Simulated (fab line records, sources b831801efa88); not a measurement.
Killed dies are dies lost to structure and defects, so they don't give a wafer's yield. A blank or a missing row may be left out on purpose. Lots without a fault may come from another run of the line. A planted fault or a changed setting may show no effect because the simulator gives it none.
Split-lot experiment | flow sky130 | 5 lots, 23 wafers read, on a route of 708 steps

THE SPLIT
At SKY_SONOS_ONO_CVD_04 (deposits SiO2 from SiH4/N2O, target thk 5.7199 nm), the setting temp_c was moved away from the recipe's 900 C on 20 of the 23 wafers read, by -0.9% to +2.1%. The other wafers ran this setting at the recipe's value.

The file shows no step between the split and the reading.

THE READING
SONOS_ONO_CVD_04_THK, in nm, at SKY_SONOS_ONO_THK_MEAS_05. Fault-free wafers of this fab line usually give 5.77 nm, standard deviation 0.11 nm.

wafer  | tool, chamber at the split | temp_c as run, C | against the recipe | SONOS_ONO_CVD_04_THK, nm | against lot-mates on the recipe
L074.1 | -, -                       | 913.2            | +1.5%              | 7.10                     | no lot-mate on the recipe
L074.2 | -, -                       | 913.2            | +1.5%              | 7.12                     | no lot-mate on the recipe
L074.3 | -, -                       | 913.2            | +1.5%              | 7.09                     | no lot-mate on the recipe
L074.5 | -, -                       | 913.2            | +1.5%              | 7.05                     | no lot-mate on the recipe
L074.6 | -, -                       | 913.2            | +1.5%              | 7.10                     | no lot-mate on the recipe
L075.1 | -, -                       | 919              | +2.1%              | 7.70                     | no lot-mate on the recipe
L075.3 | -, -                       | 919              | +2.1%              | 7.69                     | no lot-mate on the recipe
L075.4 | -, -                       | 919              | +2.1%              | 7.68                     | no lot-mate on the recipe
L075.5 | -, -                       | 919              | +2.1%              | 7.77                     | no lot-mate on the recipe
L075.6 | -, -                       | 919              | +2.1%              | 7.68                     | no lot-mate on the recipe
L076.1 | lpcvd-03, 0                | 900              | recipe             | 5.57                     | -
L076.2 | lpcvd-03, 0                | 900              | recipe             | 5.64                     | -
L076.5 | lpcvd-03, 0                | 900              | recipe             | 5.62                     | -
L083.1 | -, -                       | 892.1            | -0.9%              | 5.05                     | no lot-mate on the recipe
L083.2 | -, -                       | 892.1            | -0.9%              | 4.98                     | no lot-mate on the recipe
L083.3 | -, -                       | 892.1            | -0.9%              | 5.16                     | no lot-mate on the recipe
L083.4 | -, -                       | 892.1            | -0.9%              | 5.13                     | no lot-mate on the recipe
L083.5 | -, -                       | 892.1            | -0.9%              | 5.14                     | no lot-mate on the recipe
L085.1 | -, -                       | 914.5            | +1.6%              | 7.21                     | no lot-mate on the recipe
L085.2 | -, -                       | 914.5            | +1.6%              | 7.14                     | no lot-mate on the recipe
L085.3 | -, -                       | 914.5            | +1.6%              | 7.05                     | no lot-mate on the recipe
L085.4 | -, -                       | 914.5            | +1.6%              | 7.12                     | no lot-mate on the recipe
L085.6 | -, -                       | 914.5            | +1.6%              | 7.10                     | no lot-mate on the recipe

THE FIT
A straight line over all 23 wafers: SONOS_ONO_CVD_04_THK changes by +0.877 nm for each +1% of temp_c; r = +1.00; the points scatter about the line by 0.1 nm.
Too few moved wafers have a lot-mate on the recipe to fit a line with each lot's own level taken away.

THE WHOLE CHAIN: every reading that the file lists as answering this split, in the file's order
step                      | what it does                                      | reading                                                                          | change (the file's fit)               | r (the file's)
SKY_SONOS_ONO_CVD_04      | deposits SiO2 from SiH4/N2O, target thk 5.7199 nm | SiO2_of_SONOS_ONO_CVD_04.thk_nm (the simulator's own value, which no gauge read) | +0.868 nm for each +1% of the setting | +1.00
SKY_SONOS_ONO_THK_MEAS_05 |                                                   | SONOS_ONO_CVD_04_THK                                                             | +0.876 for each +1% of the setting    | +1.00

THE FILE'S OWN FIT
SONOS_ONO_CVD_04_THK changes by +0.876 nm for each +1% of temp_c, r = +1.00.
